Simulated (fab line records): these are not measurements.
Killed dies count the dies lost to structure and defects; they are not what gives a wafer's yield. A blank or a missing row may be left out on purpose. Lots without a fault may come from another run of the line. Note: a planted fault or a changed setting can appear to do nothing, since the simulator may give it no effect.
A lot that was struck, set against a sound lot	flow sky130	36 out of 708 route steps
Sound: wafers L472.1, L472.2, L472.5. Struck: wafer L478.1; the same lot's L478.3 was not struck, so it is left out; see the end for the cause.
Each step with rows lists, per side, the tool, then ch with its chambers, then its first start. Under that, the readings that differ: sound wafers	struck wafers	difference of the means	sigmas: that difference in standard deviations of wafers without a fault.
alike: readings whose means differ by less than 2 such deviations, and words and numbers that are the same on both sides. not compared: withheld readings, readings that some wafer has no value for, bounds like >300 that may hide the same value, and numbers for which the record gives no deviation and whose values overlap.
Wherever a step has rows on one side only, a row that says differs or no value, or a row with sigmas, the two part there. Non-overlapping numbers with no deviation appear without sigmas and do not part them. Lack of a reading on every wafer of one side parts them only where that side has two or more wafers.

first, 10 steps without rows for these wafers: SKY_POLY_CUT_ETCH_10 (etches BARC in N2/H2, stops on SiO2, time 45.9 s, target depth 60 nm); SKY_POLY_CUT_ETCH_11 (etches Si3N4 in CF4/CH2F2/Ar, stops on poly-Si, time 42.5 s, target depth 60 nm); SKY_POLY_CUT_STRIP_12 (strips in O2/N2); SKY_SD_P_DEHYDRATE_00 (time 60 s); SKY_SD_P_HMDS_01 (prime time 60 s); SKY_SD_P_COAT_02 (resist thk 1140 nm); SKY_SD_P_SOFTBAKE_03 (time 60 s); SKY_SD_P_EXPOSE_04 (exposes mask PSDM, target cd 380 nm); SKY_SD_P_PEB_05; SKY_SD_P_DEVELOP_06 (develop time 60 s).
SKY_SD_P_IMPLANT_09:
  sound on implanter-02 ch 0, day 29 00:08; struck on implanter-02 ch 0, day 31 01:17
reading	sound	struck	difference	sigmas
beam-on-s (s)	13.7 13.2 13.4	10.4	-3.0	-4
faraday-current-uA	11893 12313 12209	15606	+3468	+5
SKY_SD_P_STRIP_10: strips in O2/N2.
  sound on plasma-asher-01 ch 0,1, day 29 00:17; struck on plasma-asher-03 ch 1, day 31 01:26
reading	sound	struck	difference	sigmas
strip-time-to-endpoint-s (s)	17.55 17.55 17.60	17.07	-0.50	-13
  alike: drypump-motor-current-A, oes-product-au
  not compared: rf-hours-counter-h
SKY_SD_P_TW_MEAS_11:
  sound on film-metro-02 at day 29 00:23; struck on film-metro-03 at day 31 01:32
reading	sound	struck	difference	sigmas
SD_P_TW	2788 2796 2821	2687	-115	-6
then, 21 steps without rows for these wafers: SKY_RES_XHIGH_DEHYDRATE_00 (time 60 s); SKY_RES_XHIGH_HMDS_01 (prime time 60 s); SKY_RES_XHIGH_COAT_02 (resist thk 1140 nm); SKY_RES_XHIGH_SOFTBAKE_03 (time 60 s); SKY_RES_XHIGH_EXPOSE_04 (exposes mask URPM, target cd 1270 nm); SKY_RES_XHIGH_PEB_05; SKY_RES_XHIGH_DEVELOP_06 (develop time 60 s); SKY_RES_XHIGH_IMPLANT_07; SKY_RES_XHIGH_STRIP_08 (strips in O2/N2); SKY_SD_N_DEHYDRATE_00 (time 60 s); SKY_SD_N_HMDS_01 (prime time 60 s); SKY_SD_N_COAT_02 (resist thk 1140 nm); SKY_SD_N_SOFTBAKE_03 (time 60 s); SKY_SD_N_EXPOSE_04 (exposes mask NSDM, target cd 380 nm); SKY_SD_N_PEB_05; SKY_SD_N_DEVELOP_06 (develop time 60 s); SKY_SD_N_IMPLANT_09; SKY_SD_N_IMPLANT_10; SKY_SD_N_STRIP_11 (strips in O2/N2); SKY_SD_N_CLEAN_13 (cleans in SC1/SC2, time 150 s); SKY_SD_N_RTA_14 (time 2 s).
-- the record jumps here: 2 days lie between the struck wafers' starts before and after --
SKY_SD_N_RS_MEAS_17: measures by four-point-probe.
  sound on film-metro-02 at day 31 10:38; struck on film-metro-02 at day 33 09:17
reading	sound	struck	difference	sigmas
SD_P_RS (ohm/sq)	147.0 147.2 147.2	150.8	+3.7	+9
-- a jump in the record: the struck wafers' starts before and after are 16 days apart (it breaks off in module SD_N and resumes in module PAD_OPEN, where the first step shown is number 708 of the route) --
SKY_PAD_OPEN_PROBE_99:
  sound on prober-01 at day 48 12:35; struck on prober-01 at day 49 19:02
reading	sound	struck	difference	sigmas
model.etest.res-high-po.line-ohm-um	732.9 773.2 752.4	854.8	+102.0	
model.etest.licon-high-po.rc-ohm	336.2 358 348.9	496.1	+148.4	
model.etest.res-high-po.rs-ohm-sq	258.7 268.4 263.2	299.4	+36.0	
model.etest.licon-pdiff.rc-ohm	565.6 579 573.4	654.3	+81.6	
model.etest.res-pdiff-hv.rs-ohm-sq	192.3 192.7 193.5	204.9	+12.1	
model.etest.res-pdiff.rs-ohm-sq	200 199.2 201	210.1	+10.0	
  alike: killed_at_M0_to_M3, killed_at_M4_up, killed-at-contacts, killed-at-front-end, killed-at-other, killed-dies, killed-open, killed-short
  not compared: model.etest.res-pdiff.line-ohm-um

WHERE THEY PART
Earliest at SKY_SD_P_IMPLANT_09; latest, in this record, at SKY_SD_N_RS_MEAS_17. Later steps at which nothing parts them and some readings are alike: SKY_PAD_OPEN_PROBE_99.

WHY: what the simulator had put in
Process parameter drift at SKY_SD_P_IMPLANT_09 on implanter-02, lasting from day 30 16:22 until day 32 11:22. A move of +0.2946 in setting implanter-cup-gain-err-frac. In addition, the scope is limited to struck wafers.
